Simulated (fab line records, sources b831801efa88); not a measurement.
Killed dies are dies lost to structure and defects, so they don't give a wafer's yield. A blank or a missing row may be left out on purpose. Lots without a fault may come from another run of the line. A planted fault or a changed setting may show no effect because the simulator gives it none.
fab line records | flow sky130 | part 1 of 2: steps 1 to 29 of 42
record lots=5 wafers=15 last_day=50
route steps=708 shown LDD_LDN@290 SPACER@304 POLY_CUT@307 SD_P@320
lots that met no fault: from a run of the same line without faults
start_h: hours from the record's first day to the start of the lot's first wafer shown | wait_h: hours since the lot's step before | " the same as in the row above | L1.1+2: a row that stands for several wafers | - no value, or no start given | * or withheld: withheld | < > ~ a bound
route shown NAME@n: a module of which the file shows steps, and the number in the route of the first | usual: mean/standard deviation of fault-free wafers | same: alike in all rows | chamber/n: place in a boat | sites: the reading at each site | _std_site: their standard deviation | _edge_site: outer sites' mean less inner sites' | radius_mm: how far each site lies from the wafer's centre | mask NAME#n: copy n | behind: the tool/chamber that last shaped the wafer | hold: why the lot was held/for how many hours/how that ended | device: the transistor (n, p or np) that didn't switch | end of line: the same wafers' tests at the end of the route | a step without rows: its recipe alone | killed: dies lost to structure and defects at the first sort, not the wafer's yield | map: a wafer's dies, x killed, . not, _ none there
set.NAME: the setting as run; set.NAME@STEP: as run at that earlier step | model.NAME: the simulator's own value behind a step, which no gauge read
lots at some steps of the route; a table a step, a row a wafer
services: from which hour (start_h, from the record's first day; less than 0 if before it) a tool's chamber was out of use, for how many hours, and why
## steps
# step SKY_LDD_LDN_HMDS_01
# recipe prime_time_s=60 prime_temp_c=120
# columns lot.wafer tool chamber start_h wait_h
L075.2+3+5 litho_track-03 0 520.33 0.1
L078.1+3+4 litho_track-03 0 538.25 0.1
L081.2+4+5 litho_track-03 0 579.63 0.1
L085.1+2+6 litho_track-01 0 611.82 0.1
L097.1+5+6 litho_track-02 0 704.35 0.1
# step SKY_LDD_LDN_COAT_02
# recipe resist=NOVOLAK spin_rpm=3000 resist_thk_nm=1140
# columns lot.wafer tool chamber start_h wait_h
L075.2+3+5 litho_track-03 0 520.48 0.1
L078.1+3+4 litho_track-03 0 538.40 0.1
L081.2+4+5 litho_track-03 0 579.78 0.1
L085.1+2+6 litho_track-01 0 611.97 0.1
L097.1+5+6 litho_track-02 0 704.50 0.1
# step SKY_LDD_LDN_SOFTBAKE_03
# recipe temp_c=90 time_s=60 resist=NOVOLAK
# same time_s=60
# columns lot.wafer tool chamber start_h wait_h
L075.2+3+5 litho_track-03 0 520.63 0.1
L078.1+3+4 litho_track-03 0 538.55 0.1
L081.2+4+5 litho_track-03 0 579.93 0.1
L085.1+2+6 litho_track-01 0 612.12 0.1
L097.1+5+6 litho_track-02 0 704.65 0.1
# step SKY_LDD_LDN_EXPOSE_04
# recipe mask_id=LDNTM na=0.6 source_shape=conventional sigma_outer=0.6 polarization=unpolarized target_cd_nm=700 dose_mj=140
# columns lot.wafer tool chamber start_h wait_h mask
L075.2+3+5 iline_stepper-01 0 - - LDNTM#0
L078.1+3+4 iline_stepper-01 0 - - LDNTM#0
L081.2+4+5 iline_stepper-01 0 - - LDNTM#0
L085.1+2+6 iline_stepper-02 0 - - LDNTM#0
L097.1+5+6 iline_stepper-02 0 - - LDNTM#0
# step SKY_LDD_LDN_PEB_05
# recipe temp_c=withheld time_s=* resist=NOVOLAK
# same time_s=*
# columns lot.wafer tool chamber start_h wait_h
L075.2+3+5 litho_track-02 0 - -
L078.1+3+4 litho_track-03 0 - -
L081.2+4+5 litho_track-02 0 - -
L085.1+2+6 litho_track-01 0 - -
L097.1+5+6 litho_track-03 0 - -
# step SKY_LDD_LDN_DEVELOP_06
# recipe resist=NOVOLAK developer=TMAH develop_time_s=60 dev_temp_c=23.87
# columns lot.wafer tool chamber start_h wait_h
L075.2+3+5 litho_track-02 0 535.12 0.1
L078.1+3+4 litho_track-03 0 553.70 0.1
L081.2+4+5 litho_track-02 0 594.02 0.1
L085.1+2+6 litho_track-01 0 625.87 0.1
L097.1+5+6 litho_track-03 0 718.40 0.1
# step SKY_LDD_LDN_OVL_MEAS_07
# usual LDD_LDN_OVL=1.2/1.4
# columns lot.wafer tool chamber start_h wait_h LDD_LDN_OVL[nm]
L075.2 overlay-01 - 535.25 0.1 0.9
L075.3 " - " " 0.8
L075.5 " - " " 1.9
L078.1 overlay-02 - 553.85 0.1 -0.5
L078.3 " - " " 1.3
L078.4 " - " " -1.3
L081.2 overlay-02 - 594.16 0.1 1.6
L081.4 " - " " 2.3
L081.5 " - " " 3.5
L085.1 overlay-01 - 626.02 0.1 3.6
L085.2 " - " " 0.9
L085.6 " - " " 1.4
L097.1 overlay-01 - 718.55 0.1 1.4
L097.5 " - " " 1.5
L097.6 " - " " 2.5
# step SKY_LDD_LDN_IMPLANT_08
# recipe species=As energy_kev=15 dose_cm2=1.25e+13 tilt_deg=withheld rotation_deg=23
# usual beam_energy_keV=15.000/0.0049
# columns lot.wafer tool chamber start_h wait_h beam_energy_keV
L075.2 implanter-04 0 535.31 0.0 14.998
L075.3 " 0 " " 15.000
L075.5 " 0 " " 14.994
L078.1 implanter-01 0 553.89 0.0 14.999
L078.3 " 0 " " 14.996
L078.4 " 0 " " 15.006
L081.2 implanter-01 0 594.22 0.0 14.997
L081.4 " 0 " " 14.996
L081.5 " 0 " " 14.986
L085.1 implanter-04 0 626.05 0.0 15.007
L085.2 " 0 " " 14.998
L085.6 " 0 " " 14.996
L097.1 implanter-04 0 718.59 0.0 15.000
L097.5 " 0 " " 14.996
L097.6 " 0 " " 15.000
# step SKY_LDD_LDN_IMPLANT_09
# recipe species=As energy_kev=14.84 dose_cm2=1.25e+13 tilt_deg=withheld rotation_deg=113
# usual beam_energy_keV=14.840/0.005
# columns lot.wafer tool chamber start_h wait_h beam_energy_keV
L075.2 implanter-04 0 535.46 0.1 14.842
L075.3 " 0 " " 14.841
L075.5 " 0 " " 14.842
L078.1 implanter-01 0 554.04 0.1 14.841
L078.3 " 0 " " 14.850
L078.4 " 0 " " 14.840
L081.2 implanter-01 0 594.37 0.1 14.848
L081.4 " 0 " " 14.845
L081.5 " 0 " " 14.844
L085.1 implanter-04 0 626.20 0.1 14.844
L085.2 " 0 " " 14.843
L085.6 " 0 " " 14.848
L097.1 implanter-04 0 718.74 0.1 14.848
L097.5 " 0 " " 14.842
L097.6 " 0 " " 14.842
# step SKY_LDD_LDN_IMPLANT_10
# recipe species=As energy_kev=15 dose_cm2=1.25e+13 tilt_deg=withheld rotation_deg=203
# usual beam_energy_keV=15.000/0.0045
# columns lot.wafer tool chamber start_h wait_h beam_energy_keV
L075.2 implanter-04 0 535.61 0.1 15.008
L075.3 " 0 " " 15.000
L075.5 " 0 " " 14.996
L078.1 implanter-01 0 554.19 0.1 15.002
L078.3 " 0 " " 15.002
L078.4 " 0 " " 14.998
L081.2 implanter-01 0 594.52 0.1 15.007
L081.4 " 0 " " 15.002
L081.5 " 0 " " 15.003
L085.1 implanter-04 0 626.35 0.1 14.995
L085.2 " 0 " " 14.997
L085.6 " 0 " " 14.995
L097.1 implanter-04 0 718.89 0.1 14.995
L097.5 " 0 " " 15.005
L097.6 " 0 " " 15.000
# step SKY_LDD_LDN_IMPLANT_11
# recipe species=As energy_kev=15 dose_cm2=1.25e+13 tilt_deg=withheld rotation_deg=293
# usual beam_energy_keV=15.000/0.0045
# columns lot.wafer tool chamber start_h wait_h beam_energy_keV
L075.2 implanter-04 0 535.76 0.1 14.998
L075.3 " 0 " " 14.997
L075.5 " 0 " " 15.006
L078.1 implanter-01 0 554.34 0.1 15.001
L078.3 " 0 " " 14.999
L078.4 " 0 " " 15.001
L081.2 implanter-01 0 594.67 0.1 15.005
L081.4 " 0 " " 15.003
L081.5 " 0 " " 14.999
L085.1 implanter-04 0 626.50 0.1 15.006
L085.2 " 0 " " 14.996
L085.6 " 0 " " 14.995
L097.1 implanter-04 0 719.04 0.1 14.996
L097.5 " 0 " " 15.000
L097.6 " 0 " " 14.994
# step SKY_LDD_LDN_STRIP_12
# recipe chemistry=O2/N2 power_w=1400 pressure_mtorr=1500 platen_temp_c=withheld o2_flow_sccm=3000 n2_flow_sccm=300 overash_fraction=0.5
# usual drypump_motor_current_A=5.6/0.52 oes_product_au=0.715/0.0044 strip_time_to_endpoint_s=14.18/0.044
# columns lot.wafer tool chamber start_h wait_h drypump_motor_current_A oes_product_au rf_hours_counter_h strip_time_to_endpoint_s
L075.2 plasma_asher-03 0 535.88 0.1 6.0 0.717 84 14.21
L075.3 " 0 " " 6.0 0.718 - 14.19
L075.5 " 1 " " 5.9 0.722 - 14.20
L078.1 plasma_asher-01 1 554.49 0.1 6.0 0.709 75 14.19
L078.3 " 0 " " 4.8 0.714 - 14.22
L078.4 " 1 " " 6.1 0.716 - 14.15
L081.2 plasma_asher-02 1 594.79 0.1 5.5 0.707 17 14.16
L081.4 " 0 " " 5.0 0.727 - 14.17
L081.5 " 1 " " 5.5 0.715 - 14.20
L085.1 plasma_asher-02 1 626.65 0.1 5.6 0.718 20 14.13
L085.2 " 0 " " 4.9 0.717 20 14.12
L085.6 " 1 " " 5.6 0.720 - 14.10
L097.1 plasma_asher-01 0 719.19 0.1 4.9 0.717 93 14.15
L097.5 " 0 " " 4.9 0.707 - 14.15
L097.6 " 1 " " 6.1 0.716 - 14.15
# step SKY_LDD_LDN_TW_MEAS_13
# usual LDD_LDN_TW=1475/18
# columns lot.wafer tool chamber start_h wait_h LDD_LDN_TW
L075.2 film_metro-03 - 535.99 0.1 1469
L075.3 " - " " 1462
L075.5 " - " " 1470
L078.1 film_metro-03 - 554.59 0.1 1471
L078.3 " - " " 1477
L078.4 " - " " 1469
L081.2 film_metro-04 - 594.90 0.1 1505
L081.4 " - " " 1505
L081.5 " - " " 1509
L085.1 film_metro-03 - 626.75 0.1 1465
L085.2 " - " " 1472
L085.6 " - " " 1462
L097.1 film_metro-02 - 719.29 0.1 1449
L097.5 " - " " 1455
L097.6 " - " " 1456
# step SKY_LDD_LDN_CLEAN_14
# recipe chemistry=SC1/SC2 mix=1:4:20 temp_c=70 time_s=150 dry=n2_spin
# usual temp_c=70.00/0.12
# same time_s=150
# columns lot.wafer tool chamber start_h wait_h temp_c
L075.2 wet_bench-04 0 536.04 0.0 70.09
L075.3 " 0 " " 70.07
L075.5 " 0 " " 70.03
L078.1 wet_bench-04 3 554.65 0.1 70.10
L078.3 " 3 " " 69.97
L078.4 " 3 " " 70.19
L081.2 wet_bench-04 0 594.95 0.0 69.81
L081.4 " 0 " " 69.77
L081.5 " 0 " " 69.91
L085.1 wet_bench-01 1 626.81 0.1 70.17
L085.2 " 1 " " 70.08
L085.6 " 1 " " 70.27
L097.1 wet_bench-04 1 719.35 0.1 69.90
L097.5 " 1 " " 69.93
L097.6 " 1 " " 69.98
# step SKY_SPACER_CVD_00
# recipe material=Si3N4 precursor=DCS/NH3 target_thk_nm=43.1 temp_c=770 time_s=740 pressure_mtorr=250
# usual spike_tc_bottom_C=788/3.7 spike_tc_centre_C=770.9/1.1
# same time_s=740
# columns lot.wafer tool chamber start_h wait_h spike_tc_bottom_C spike_tc_centre_C
L075.2 lpcvd-02 0 536.14 0.0 785 769.9
L075.3 " 0 " " 785 770.0
L075.5 " 0 " " 787 771.0
L078.1 lpcvd-02 1 554.84 0.1 792 772.0
L078.3 " 1 " " 794 771.2
L078.4 " 1 " " 794 772.1
L081.2 lpcvd-02 0 595.56 0.6 786 771.4
L081.4 " 0 " " 787 770.9
L081.5 " 0 " " 785 769.5
L085.1 lpcvd-02 0 627.89 1.0 784 769.9
L085.2 " 0 " " 786 771.3
L085.6 " 0 " " 785 769.3
L097.1 lpcvd-02 0 719.71 0.3 784 772.6
L097.5 " 0 " " 788 769.9
L097.6 " 0 " " 784 770.5
# step SKY_SPACER_THK_MEAS_01
# recipe reads=Si3N4_of_SPACER_CVD_00
# usual SPACER_CVD_00_THK=43.2/0.43
# columns lot.wafer tool chamber start_h wait_h SPACER_CVD_00_THK[nm]
L075.2 film_metro-03 - 537.36 0.0 43.0
L075.3 " - " " 43.0
L075.5 " - " " 42.7
L078.1 film_metro-01 - 556.04 0.0 43.7
L078.3 " - " " 43.5
L078.4 " - " " 44.0
L081.2 film_metro-03 - 596.78 0.0 43.8
L081.4 " - " " 43.7
L081.5 " - " " 43.7
L085.1 film_metro-02 - 629.10 0.0 43.1
L085.2 " - " " 43.0
L085.6 " - " " 42.9
L097.1 film_metro-02 - 721.52 0.0 42.4
L097.5 " - " " 42.9
L097.6 " - " " 43.0
# step SKY_SPACER_ETCHBACK_02
# recipe chemistry=CH3F/O2 target=Si3N4 stop_on=SiO2 source_w=400 bias_w=80 pressure_mtorr=25 ch3f_flow_sccm=40 O2_flow_sccm=30 time_s=46.7 target_depth_a=450
# usual drypump_motor_current_A=5.8/0.5 oes_product_au=0.856/0.0069 throttle_valve_pct=10.561/0.0093
# same time_s=46.7
# columns lot.wafer tool chamber start_h wait_h drypump_motor_current_A oes_product_au rf_hours_counter_h throttle_valve_pct
L075.2 rie_diel-04 2 537.41 0.0 5.8 0.854 2 10.553
L075.3 " 3 " " 5.3 0.860 12 10.571
L075.5 " 0 " " 6.0 0.854 - 10.548
L078.1 rie_diel-01 1 556.10 0.1 5.1 0.862 51 10.565
L078.3 " 2 " " 6.6 0.864 12 10.563
L078.4 " 0 " " 6.1 0.863 4 10.564
L081.2 rie_diel-01 0 596.83 0.0 6.1 0.862 5 10.566
L081.4 " 2 " " 6.7 0.862 13 10.556
L081.5 " 1 " " 5.1 0.868 - 10.543
L085.1 rie_diel-03 3 629.16 0.1 5.2 0.856 0 10.559
L085.2 " 0 " " 5.7 0.858 8 10.557
L085.6 " 3 " " 5.2 0.861 - 10.559
L097.1 rie_diel-01 3 721.58 0.1 6.5 0.845 39 10.553
L097.5 " 0 " " 6.0 0.846 - 10.572
L097.6 " 2 " " 6.7 0.855 - 10.558
# step SKY_POLY_CUT_DEHYDRATE_00
# recipe temp_c=200 time_s=60
# same time_s=60
# columns lot.wafer tool chamber start_h wait_h
L075.2+3+5 litho_track-03 0 551.78 14.3
L078.1+3+4 litho_track-04 0 570.87 14.7
L081.2+4+5 litho_track-04 0 611.34 14.5
L085.1+2+6 litho_track-02 0 642.90 13.7
L097.1+5+6 litho_track-03 0 734.65 13.0
# step SKY_POLY_CUT_HMDS_01
# recipe prime_time_s=60 prime_temp_c=120
# columns lot.wafer tool chamber start_h wait_h
L075.2+3+5 litho_track-03 0 551.93 0.1
L078.1+3+4 litho_track-04 0 571.02 0.1
L081.2+4+5 litho_track-04 0 611.49 0.1
L085.1+2+6 litho_track-02 0 643.05 0.1
L097.1+5+6 litho_track-03 0 734.80 0.1
# step SKY_POLY_CUT_COAT_02
# recipe resist=BARC temp_c=withheld time_s=withheld spin_rpm=3000 resist_thk_nm=60
# columns lot.wafer tool chamber start_h wait_h
L075.2+3+5 litho_track-03 0 552.08 0.1
L078.1+3+4 litho_track-04 0 571.17 0.1
L081.2+4+5 litho_track-04 0 611.64 0.1
L085.1+2+6 litho_track-02 0 643.20 0.1
L097.1+5+6 litho_track-03 0 734.95 0.1
# step SKY_POLY_CUT_COAT_03
# recipe resist=KrF-thick spin_rpm=3000 resist_thk_nm=450
# columns lot.wafer tool chamber start_h wait_h
L075.2+3+5 litho_track-03 0 - -
L078.1+3+4 litho_track-04 0 - -
L081.2+4+5 litho_track-04 0 - -
L085.1+2+6 litho_track-02 0 - -
L097.1+5+6 litho_track-03 0 - -
# step SKY_POLY_CUT_SOFTBAKE_04
# recipe temp_c=100 time_s=90 resist=KrF-thick
# same time_s=90
# columns lot.wafer tool chamber start_h wait_h
L075.2+3+5 litho_track-03 0 - -
L078.1+3+4 litho_track-04 0 - -
L081.2+4+5 litho_track-04 0 - -
L085.1+2+6 litho_track-02 0 - -
L097.1+5+6 litho_track-03 0 - -
# step SKY_POLY_CUT_EXPOSE_05
# recipe mask_id=NPCM na=0.8 source_shape=annular sigma_inner=0.55 sigma_outer=0.85 target_cd_nm=270 dose_mj=32
# same sigma_inner=0.55
# columns lot.wafer tool chamber start_h wait_h mask
L075.2+3+5 krf_scanner-02 0 - - NPCM#0
L078.1+3+4 krf_scanner-02 0 - - NPCM#0
L081.2+4+5 krf_scanner-01 0 - - NPCM#0
L085.1+2+6 krf_scanner-02 0 - - NPCM#0
L097.1+5+6 krf_scanner-01 0 - - NPCM#0
# step SKY_POLY_CUT_PEB_06
# recipe peb_temp_c=withheld peb_time_s=withheld resist=KrF-thick
# columns lot.wafer tool chamber start_h wait_h
L075.2+3+5 litho_track-03 0 - -
L078.1+3+4 litho_track-03 0 - -
L081.2+4+5 litho_track-03 0 - -
L085.1+2+6 litho_track-02 0 - -
L097.1+5+6 litho_track-02 0 - -
# step SKY_POLY_CUT_DEVELOP_07
# recipe develop_time_s=60 resist=KrF-thick dev_temp_c=21
# columns lot.wafer tool chamber start_h wait_h
L075.2+3+5 litho_track-03 0 - -
L078.1+3+4 litho_track-03 0 - -
L081.2+4+5 litho_track-03 0 - -
L085.1+2+6 litho_track-02 0 - -
L097.1+5+6 litho_track-02 0 - -
# step SKY_POLY_CUT_CD_MEAS_08
# recipe target_cd_nm=270
# usual cd_nm=270.4/1.7
# columns lot.wafer tool chamber start_h wait_h cd_nm
L075.2 cd_sem-01 - 567.62 - 270.2
L075.3 " - " " 271.2
L075.5 " - " " 269.4
L078.1 cd_sem-02 - 586.65 - 267.0
L078.3 " - " " 267.9
L078.4 " - " " 266.3
L081.2 cd_sem-02 - 625.87 - 268.7
L081.4 " - " " 269.2
L081.5 " - " " 270.0
L085.1 cd_sem-02 - 657.75 - 270.0
L085.2 " - " " 271.0
L085.6 " - " " 271.9
L097.1 cd_sem-02 - 749.30 - 269.5
L097.5 " - " " 268.0
L097.6 " - " " 266.4
# step SKY_POLY_CUT_OVL_MEAS_09
# usual POLY_CUT_OVL=1/5.8
# columns lot.wafer tool chamber start_h wait_h POLY_CUT_OVL[nm]
L075.2 overlay-01 - 567.73 0.1 6
L075.3 " - " " -7
L075.5 " - " " 0
L078.1 overlay-02 - 586.77 0.1 -7
L078.3 " - " " -8
L078.4 " - " " -12
L081.2 overlay-02 - 625.98 0.1 4
L081.4 " - " " 8
L081.5 " - " " 4
L085.1 overlay-01 - 657.87 0.1 -1
L085.2 " - " " 2
L085.6 " - " " -7
L097.1 overlay-01 - 749.42 0.1 -6
L097.5 " - " " -6
L097.6 " - " " -2
# step SKY_POLY_CUT_ETCH_10
# recipe chemistry=N2/H2 target=BARC ion_energy_ev=200 source_w=500 bias_w=100 pressure_mtorr=30 n2_flow_sccm=100 h2_flow_sccm=200 stop_on=SiO2 time_s=45.9 target_depth_a=600
# usual drypump_motor_current_A=5.6/0.4 oes_product_au=0.855/0.0052 throttle_valve_pct=13.224/0.0099
# same time_s=45.9
# columns lot.wafer tool chamber start_h wait_h drypump_motor_current_A oes_product_au rf_hours_counter_h throttle_valve_pct
L075.2 rie_diel-04 2 567.76 0.0 5.8 0.848 2 13.229
L075.3 " 0 " " 6.0 0.861 26 13.216
L075.5 " 2 " " 5.8 0.851 - 13.234
L078.1 rie_diel-03 3 586.81 0.0 5.3 0.854 70 13.221
L078.3 " 1 " " 6.1 0.853 9 13.232
L078.4 " 0 " " 5.7 0.850 7 13.221
L081.2 rie_diel-03 1 626.01 0.0 6.1 0.849 9 13.228
L081.4 " 0 " " 5.7 0.848 8 13.235
L081.5 " 2 " " 5.7 0.852 - 13.208
L085.1 rie_diel-02 3 657.90 0.0 5.4 0.854 15 13.223
L085.2 " 1 " " 5.0 0.855 11 13.222
L085.6 " 2 " " 5.8 0.857 - 13.218
L097.1 rie_diel-04 2 749.45 0.0 5.8 0.853 7 13.235
L097.5 " 1 " " 5.1 0.852 - 13.212
L097.6 " 2 " " 5.8 0.857 - 13.235
# step SKY_POLY_CUT_ETCH_11
# recipe target=Si3N4 chemistry=CF4/CH2F2/Ar stop_on=poly-Si source_w=600 bias_w=150 pressure_mtorr=40 cf4_flow_sccm=40 ch2f2_flow_sccm=20 Ar_flow_sccm=150 time_s=42.5 target_depth_a=600
# usual drypump_motor_current_A=5.6/0.4 oes_product_au=0.833/0.0062 throttle_valve_pct=14.993/0.0096
# same time_s=42.5
# columns lot.wafer tool chamber start_h wait_h drypump_motor_current_A oes_product_au rf_hours_counter_h throttle_valve_pct
L075.2 rie_diel-04 2 567.80 0.0 5.8 0.827 2 14.991
L075.3 " 0 " " 6.0 0.829 26 14.980
L075.5 " 2 " " 5.8 0.830 - 14.995
L078.1 rie_diel-03 3 586.85 0.0 5.2 0.837 70 14.973
L078.3 " 1 " " 6.1 0.837 9 14.996
L078.4 " 0 " " 5.7 0.831 7 14.994
L081.2 rie_diel-03 1 626.05 0.0 6.1 0.832 9 14.988
L081.4 " 0 " " 5.7 0.820 8 14.995
L081.5 " 2 " " 5.7 0.841 - 14.997
L085.1 rie_diel-02 3 657.94 0.0 5.4 0.836 15 15.007
L085.2 " 1 " " 5.0 0.835 11 14.968
L085.6 " 2 " " 5.7 0.840 - 14.990
L097.1 rie_diel-04 2 749.49 0.0 5.8 0.836 7 15.001
L097.5 " 1 " " 5.2 0.836 - 15.012
L097.6 " 2 " " 5.8 0.829 - 14.988
